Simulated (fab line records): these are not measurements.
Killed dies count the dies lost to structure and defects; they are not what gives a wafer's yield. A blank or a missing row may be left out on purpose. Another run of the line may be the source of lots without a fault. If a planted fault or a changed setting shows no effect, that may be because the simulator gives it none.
Which of the tools did it? ; flow gf180mcu ; Sampling: 14 lots, 42 wafers, 5 of 602 route steps

== WHAT EACH GAUGE READ, for each wafer ==
GF_STI_THK_MEAS_04.
lot;measured;on;STI_CVD_03_THK (nm)
L991;day 1 18:34;film metro-02;203.5 205.2 203.7
L992;day 1 23:56;film metro-04;208.8 210.0 209.3
L994;day 2 09:34;film metro-02;208.5 207.7 207.7
L995;day 2 14:34;film metro-02;207.0 206.8 206.6
L997;day 3 00:34;film metro-02;206.8 205.3 204.8
L998;day 3 06:33;film metro-01;205.3 207.0 205.4
L999;day 3 11:29;film metro-02;206.8 207.9 207.7
L100;day 3 15:34;film metro-02;210.9 210.9 210.7
L106;day 4 22:20;film metro-04;208.7 209.1 210.0
L107;day 5 03:05;film metro-04;210.1 210.8 208.9
L108;day 5 07:50;film metro-01;209.2 209.8 209.8
L109;day 5 12:35;film metro-04;207.2 207.4 207.4
L110;day 5 17:34;film metro-04;207.8 209.7 208.7
L113;day 6 08:56;film metro-04;205.2 209.1 206.9

GF_STI_THK_MEAS_22.
lot;measured;on;STI_OXIDATION_01_THK (nm)
L991;day 2 09:23;film metro-04;14.90 15.00 15.19
L992;day 2 13:43;film metro-02;15.14 15.14 15.19
L994;day 2 23:32;film metro-02;15.40 15.13 15.37
L995;day 3 04:59;film metro-01;14.98 14.86 14.71
L997;day 3 15:22;film metro-02;15.14 15.12 15.33
L998;day 3 21:19;film metro-01;15.20 14.97 15.29
L999;day 4 02:09;film metro-01;14.79 15.16 15.10
L100;day 4 06:05;film metro-01;15.29 15.05 15.30
L106;day 5 14:23;film metro-01;14.81 14.78 14.91
L107;day 5 19:04;film metro-02;15.28 15.39 15.14
L108;day 6 00:28;film metro-02;14.77 14.83 14.74
L109;day 6 05:31;film metro-01;14.58 14.61 14.51
L110;day 6 09:55;film metro-04;14.77 14.96 14.81
L113;day 7 01:58;film metro-02;14.90 14.66 14.57

GF_VT_IMPLANT_RS_MEAS_46: measurement is done with a four-point probe.
lot;measured;on;MVSD_RS (ohm/sq)
L991;day 7 19:49;film metro-03;458.7 458.5 458.8
L992;day 8 01:38;film metro-01;457.7 456.5 457.1
L994;day 8 15:59;film metro-04;457.2 456.2 457.0
L995;day 8 22:43;film metro-01;456.3 455.8 455.9
L997;day 9 13:29;film metro-03;458.0 459.1 458.6
L998;day 9 18:27;film metro-03;457.0 457.0 456.6
L999;day 10 01:43;film metro-03;459.3 458.6 457.7
L100;day 10 09:07;film metro-04;456.4 456.0 456.1
L106;day 12 01:19;film metro-03;441.8 443.0 444.1
L107;day 12 08:47;film metro-01;444.2 444.8 443.7
L108;day 12 14:35;film metro-04;443.6 442.7 444.0
L109;day 12 22:40;film metro-04;455.7 454.7 453.9
L110;day 13 06:46;film metro-01;457.3 456.5 457.1
L113;day 14 01:11;film metro-04;457.4 457.1 456.1

GF_POLY_GATE_THK_MEAS_01.
lot;measured;on;POLY_GATE_CVD_00_THK (nm)
L991;day 8 17:55;film metro-02;197.4 200.1 199.7
L992;day 8 23:12;film metro-02;198.8 197.6 197.6
L994;day 9 15:08;film metro-02;199.4 201.3 199.5
L995;day 9 22:28;film metro-03;197.5 197.3 197.9
L997;day 10 13:34;film metro-03;199.0 198.6 199.6
L998;day 10 18:25;film metro-04;199.6 199.8 199.6
L999;day 11 02:12;film metro-02;202.1 202.5 203.2
L100;day 11 12:53;film metro-03;198.7 198.3 197.2
L106;day 13 03:01;film metro-02;198.4 198.1 196.6
L107;day 13 08:47;film metro-02;200.6 201.0 198.0
L108;day 13 15:52;film metro-04;195.9 200.7 197.4
L109;day 14 01:02;film metro-03;198.9 199.2 199.3
L110;day 14 09:01;film metro-02;200.5 200.0 200.8
L113;day 15 03:32;film metro-04;201.4 200.7 201.9

== WHAT TOOL EACH LOT RAN ON (gives the tool, then ch and the chambers of the sampled wafers, and finally the start) ==
lot;GF_MVSD_IMPLANT_08
L991;implanter-01 ch 0, day 4 15:37
L992;implanter-04 ch 0, day 4 21:17
L994;implanter-01 ch 0, day 5 09:47
L995;implanter-01 ch 0, day 5 14:58
L997;implanter-01 ch 0, day 6 03:47
L998;implanter-01 ch 0, day 6 09:46
L999;implanter-01 ch 0, day 6 12:52
L100;implanter-04 ch 0, day 6 20:14
L106;implanter-01 ch 0, day 8 06:57
L107;implanter-01 ch 0, day 8 13:07
L108;implanter-01 ch 0, day 8 19:17
L109;implanter-04 ch 0, day 9 00:42
L110;implanter-04 ch 0, day 9 07:44
L113;implanter-03 ch 0, day 10 01:23
- GF_MVSD_IMPLANT_08

== AS READ BY THE TOOLS THEMSELVES (means over the sampled wafers that have a number; for cases with no such wafer, the mark the record gives instead) ==
GF_MVSD_IMPLANT_08.
lot;tool;beam energy keV
L991;implanter-01;400.03
L992;implanter-04;400.05
L994;implanter-01;400.05
L995;implanter-01;400.01
L997;implanter-01;400.08
L998;implanter-01;399.85
L999;implanter-01;400.08
L100;implanter-04;400.03
L106;implanter-01;467.90
L107;implanter-01;467.79
L108;implanter-01;468.07
L109;implanter-04;400.03
L110;implanter-04;399.95
L113;implanter-03;399.95

== THE ANSWER, worked out from the rows above alone ==
Rule: usual is defined by the lots themselves. The widest of any qualifying gaps counts: lots, ordered by their means at a reading, are off when they make up no more than a third of the lots, leave a main group of 4 or more, and stand apart from it by 3 or more times the standard deviation of that group's means. If all means in a main group match to the digits the tables above print for the reading, that group is not used. Also off: a lot with no number at a reading for which 4 or more lots have one. All remaining lots with rows at the step are treated as sound. After the gauges, taken in route order, come the tools' own readings; for these a lot's mean is taken, as printed above. At the first step where some lot is off, the reading lying furthest off is the one used; lots without a number count as furthest.
Off: at GF_VT_IMPLANT_RS_MEAS_46 (MVSD_RS), L106, L107, L108. The main group has a mean of 457.0 ohm/sq with a standard deviation of 1.1.
If a tool, at a process step before that reading, ran all the lots that are off and no sound lot after the first of them, it fits. Not tried: the gauges at GF_VT_IMPLANT_RS_MEAS_46; whatever is off there is also off at GF_MVSD_IMPLANT_08, on other tools, and gauge error can't account for it. One fits: GF_MVSD_IMPLANT_08 on implanter-01. Its last sound lot is L999 (day 6 12:52), its first lot that is off L106 (day 8 06:57): a fault that began between those two fits.
On the lots that are off, the tool's own readings at GF_MVSD_IMPLANT_08 differ by more than 5 times the standard deviation of the sound lots' means, which bears it out; beam energy keV reads 467.92 there versus 400.01 on the sound lots.

== WHAT THE SIMULATOR HAD PUT IN ==
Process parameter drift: implanter-01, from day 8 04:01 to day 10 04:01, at GF_MVSD_IMPLANT_08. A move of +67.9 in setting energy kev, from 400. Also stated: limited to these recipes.
Lots struck among those shown: L106, L107, L108. This agrees with what the rule above found.
